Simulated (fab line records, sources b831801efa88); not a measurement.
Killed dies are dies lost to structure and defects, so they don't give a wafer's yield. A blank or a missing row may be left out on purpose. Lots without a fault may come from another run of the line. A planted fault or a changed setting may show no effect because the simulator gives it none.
Which tool did it? | flow sky130 | 9 lots, 27 wafers sampled, at 2 steps of a route of 708

WHAT THE GAUGES READ, wafer by wafer
SKY_POLY_GATE_THK_MEAS_04.
lot  | measured     | on            | POLY_GATE_CVD_03_THK (nm)
L564 | day 14 21:47 | film_metro-01 | 74.2 74.4 75.5
L571 | day 17 18:50 | film_metro-03 | 75.0 74.9 74.5
L570 | day 17 18:47 | film_metro-03 | 74.7 75.2 74.9
L575 | day 19 09:11 | film_metro-03 | 74.5 74.5 73.8
L576 | day 19 15:01 | film_metro-03 | 75.4 76.1 75.4
L577 | day 19 23:48 | film_metro-01 | 100.5 100.2 100.2
L585 | day 22 20:26 | film_metro-01 | 75.4 75.7 76.1
L586 | day 23 00:19 | film_metro-01 | 76.2 76.4 76.4
L587 | day 23 10:59 | film_metro-03 | 74.7 74.9 74.9

WHICH TOOL RAN EACH LOT (tool, then ch and the chambers of the sampled wafers, then the start)
lot  | SKY_POLY_GATE_CVD_03
L564 | lpcvd-02 ch 1, day 14 20:25
L571 | lpcvd-02 ch 0, day 17 17:24
L570 | lpcvd-02 ch 1, day 17 17:24
L575 | lpcvd-02 ch 1, day 19 07:49
L576 | lpcvd-02 ch 1, day 19 13:40
L577 | lpcvd-02 ch 0, day 19 22:26
L585 | lpcvd-02 ch 1, day 22 19:04
L586 | lpcvd-02 ch 0, day 22 22:58
L587 | lpcvd-02 ch 1, day 23 09:35
- SKY_POLY_GATE_CVD_03: deposits Si3N4 from DCS/NH3, target thk 75 nm, time 1290 s.

THE ANSWER, worked out from the rows above alone
Rule: what is usual is taken from the lots themselves. Put in order of their means at a reading, lots are off if they are a third of the lots or fewer, leave a main group of 4 or more, and stand apart from it by a gap of 3 or more times the standard deviation of the main group's means; of several such gaps the widest counts. A main group whose means are all the same, to the digits that the tables above print for the reading, isn't used. A lot without any number at a reading at which 4 lots or more have one is off too. The other lots that the step has rows for count as sound.
Off: L577, at SKY_POLY_GATE_THK_MEAS_04 (POLY_GATE_CVD_03_THK). The main group: mean 75.2 nm, standard deviation 0.64.
A tool fits if, at a process step before that reading, it ran every lot that is off, and no sound lot after the first of them. The gauges at SKY_POLY_GATE_THK_MEAS_04 are tried like those tools. None of those tried fits.

WHAT THE SIMULATOR HAD PUT IN
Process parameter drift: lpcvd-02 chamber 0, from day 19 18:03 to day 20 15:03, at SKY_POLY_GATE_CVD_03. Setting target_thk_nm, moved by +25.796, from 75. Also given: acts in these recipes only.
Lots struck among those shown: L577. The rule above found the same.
